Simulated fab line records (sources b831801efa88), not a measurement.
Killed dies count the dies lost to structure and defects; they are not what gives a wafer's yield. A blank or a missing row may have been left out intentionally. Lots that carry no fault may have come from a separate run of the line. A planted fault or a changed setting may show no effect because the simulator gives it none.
Which tool is to blame? | flow sky130 | Sampling: 13 lots, 37 wafers, 4 of 708 route steps

## WHAT THE GAUGES READ, wafer by wafer
SKY_FIELD_ISO_CD_MEAS_13: the cd target is 150 nm.
lot  | measured    | on        | cd nm (nm)
L704 | day 2 04:47 | cd sem-01 | 152.7 150.0 151.3
L705 | day 2 13:52 | cd sem-02 | 148.7 149.3 148.4
L708 | day 3 02:58 | cd sem-02 | 150.4 150.6 151.1
L709 | day 3 08:11 | cd sem-02 | 149.0 147.7 148.9
L712 | day 4 01:44 | cd sem-02 | 149.0 149.6 150.1
L713 | day 4 04:39 | cd sem-01 | 149.8 149.7 149.0
L714 | day 4 10:19 | cd sem-01 | 149.5 147.4 149.7
L715 | day 4 18:28 | cd sem-01 | 151.0 151.1 151.5
L716 | day 4 22:08 | cd sem-02 | 151.0 153.0 152.6
L718 | day 5 05:03 | cd sem-02 | 150.1 148.1 149.2
L719 | day 5 10:25 | cd sem-02 | 149.5 150.5 150.3
L725 | day 6 18:04 | cd sem-01 | 150.4 101.6
L726 | day 7 00:34 | cd sem-01 | 147.2 101.0

SKY_NWELL_TW_MEAS_15.
lot  | measured    | on            | NWELL_TW
L704 | day 4 14:57 | film metro-03 | 1814 1797 1802
L705 | day 4 23:26 | film metro-01 | 1843 1839 1839
L708 | day 5 17:02 | film metro-01 | 1845 1857 1844
L709 | day 5 23:46 | film metro-03 | 1804 1811 1818
L712 | day 6 15:01 | film metro-03 | 1812 1811 1813
L713 | day 6 20:56 | film metro-04 | 1835 1821 1824
L714 | day 7 04:11 | film metro-04 | 1810 1822 1821
L715 | day 7 10:59 | film metro-04 | 1824 1831 1818
L716 | day 7 16:15 | film metro-01 | 1830 1841 1829
L718 | day 8 00:27 | film metro-03 | 1834 1824 1827
L719 | day 8 05:50 | film metro-04 | 1823 1827 1818
L725 | day 9 19:15 | film metro-01 | 1815
L726 | day 9 23:26 | film metro-04 | 1835

## WHICH TOOL RAN EACH LOT (tool, then ch and the chambers of the sampled wafers, then the start)
lot  | SKY_FIELD_ISO_EXPOSE_10          | SKY_NWELL_STRIP_14
L704 | krf scanner-02 ch 0, day 1 21:31 | plasma asher-03 ch 0,1, day 4 14:50
L705 | krf scanner-02 ch 0, day 2 06:36 | plasma asher-03 ch 0, day 4 23:20
L708 | krf scanner-02 ch 0, day 2 19:40 | plasma asher-02 ch 0,1, day 5 16:56
L709 | krf scanner-02 ch 0, day 3 00:18 | plasma asher-03 ch 0,1, day 5 23:41
L712 | krf scanner-02 ch 0, day 3 17:46 | plasma asher-02 ch 0,1, day 6 14:56
L713 | krf scanner-02 ch 0, day 3 19:52 | plasma asher-02 ch 0,1, day 6 20:50
L714 | krf scanner-01 ch 0, day 4 02:16 | plasma asher-03 ch 0,1, day 7 04:05
L715 | krf scanner-02 ch 0, day 4 09:52 | plasma asher-03 ch 0,1, day 7 10:53
L716 | krf scanner-01 ch 0, day 4 12:46 | plasma asher-03 ch 0,1, day 7 16:10
L718 | krf scanner-02 ch 0, day 4 20:27 | plasma asher-03 ch 0,1, day 8 00:22
L719 | krf scanner-01 ch 0, day 5 02:19 | plasma asher-03 ch 0,1, day 8 05:44
L725 | krf scanner-02 ch 0, day 6 08:32 | plasma asher-02 ch 1, day 9 19:08
L726 | krf scanner-02 ch 0, day 6 15:16 | plasma asher-02 ch 1, day 9 23:20
- SKY_FIELD_ISO_EXPOSE_10: exposes mask FOM, target cd 150 nm.
- SKY_NWELL_STRIP_14: strips in O2/N2.

## WHAT THE TOOLS THEMSELVES READ (means of the sampled wafers that have a number; where no wafer has one, the mark that the record gives instead)
SKY_FIELD_ISO_EXPOSE_10.
lot  | tool           | reticle temp C (C) | stage vel mm s (mm/s)
L704 | krf scanner-02 | 23.08              | 499.87
L705 | krf scanner-02 | 23.12              | 499.96
L708 | krf scanner-02 | 23.01              | 499.82
L709 | krf scanner-02 | 22.99              | 500.08
L712 | krf scanner-02 | 23.05              | 500.11
L713 | krf scanner-02 | 22.95              | 499.44
L714 | krf scanner-01 | 22.98              | 499.83
L715 | krf scanner-02 | 23.07              | 500.06
L716 | krf scanner-01 | 22.96              | 499.89
L718 | krf scanner-02 | 23.05              | 500.06
L719 | krf scanner-01 | 22.94              | 499.87
L725 | krf scanner-02 | 22.95              | 500.16
L726 | krf scanner-02 | 23.04              | 500.00

SKY_NWELL_STRIP_14.
lot  | tool            | drypump motor current A (A) | oes product au (a.u.) | strip time to endpoint s (s)
L704 | plasma asher-03 | 5.4                         | 0.723                 | 36.95
L705 | plasma asher-03 | 5.3                         | 0.718                 | 37.05
L708 | plasma asher-02 | 6.4                         | 0.725                 | 37.12
L709 | plasma asher-03 | 5.4                         | 0.719                 | 36.99
L712 | plasma asher-02 | 6.3                         | 0.725                 | 37.04
L713 | plasma asher-02 | 6.4                         | 0.722                 | 37.15
L714 | plasma asher-03 | 5.4                         | 0.724                 | 36.99
L715 | plasma asher-03 | 5.6                         | 0.721                 | 37.01
L716 | plasma asher-03 | 5.4                         | 0.724                 | 36.89
L718 | plasma asher-03 | 5.4                         | 0.720                 | 36.98
L719 | plasma asher-03 | 5.6                         | 0.720                 | 37.03
L725 | plasma asher-02 | 6.5                         | 0.720                 | 36.94
L726 | plasma asher-02 | 6.5                         | 0.722                 | 36.90

## THE ANSWER, worked out from the rows above alone
Rule: the usual values come from the lots themselves. The widest of any qualifying gaps counts: lots, ordered by their means at a reading, are off when they make up no more than a third of the lots, leave a main group of 4 or more, and stand apart from it by 3 or more times the standard deviation of that group's means. Not used: any main group whose means are identical at the precision the tables above print for the reading. Also off: a lot with no number at a reading for which 4 or more lots have one. All remaining lots with rows at the step are treated as sound. Order of review: gauges by route order, followed by the tools' own readings, for which a lot's mean as printed above is used. At the first step where some lot is off, the reading lying furthest off is the one used; lots without a number count as furthest.
Off: L725, L726 (SKY_FIELD_ISO_CD_MEAS_13, cd nm). Main group: mean 150.0 nm, sd 1.2.
If a tool, at a process step before that reading, ran all the lots that are off and no sound lot after the first of them, it fits. Those tools and the gauges at SKY_FIELD_ISO_CD_MEAS_13 are tried in the same way. 2 tools fit, krf scanner-02 at SKY_FIELD_ISO_EXPOSE_10 and cd sem-01 at SKY_FIELD_ISO_CD_MEAS_13, so this cannot tell which one it is.

## WHAT THE SIMULATOR HAD INSERTED
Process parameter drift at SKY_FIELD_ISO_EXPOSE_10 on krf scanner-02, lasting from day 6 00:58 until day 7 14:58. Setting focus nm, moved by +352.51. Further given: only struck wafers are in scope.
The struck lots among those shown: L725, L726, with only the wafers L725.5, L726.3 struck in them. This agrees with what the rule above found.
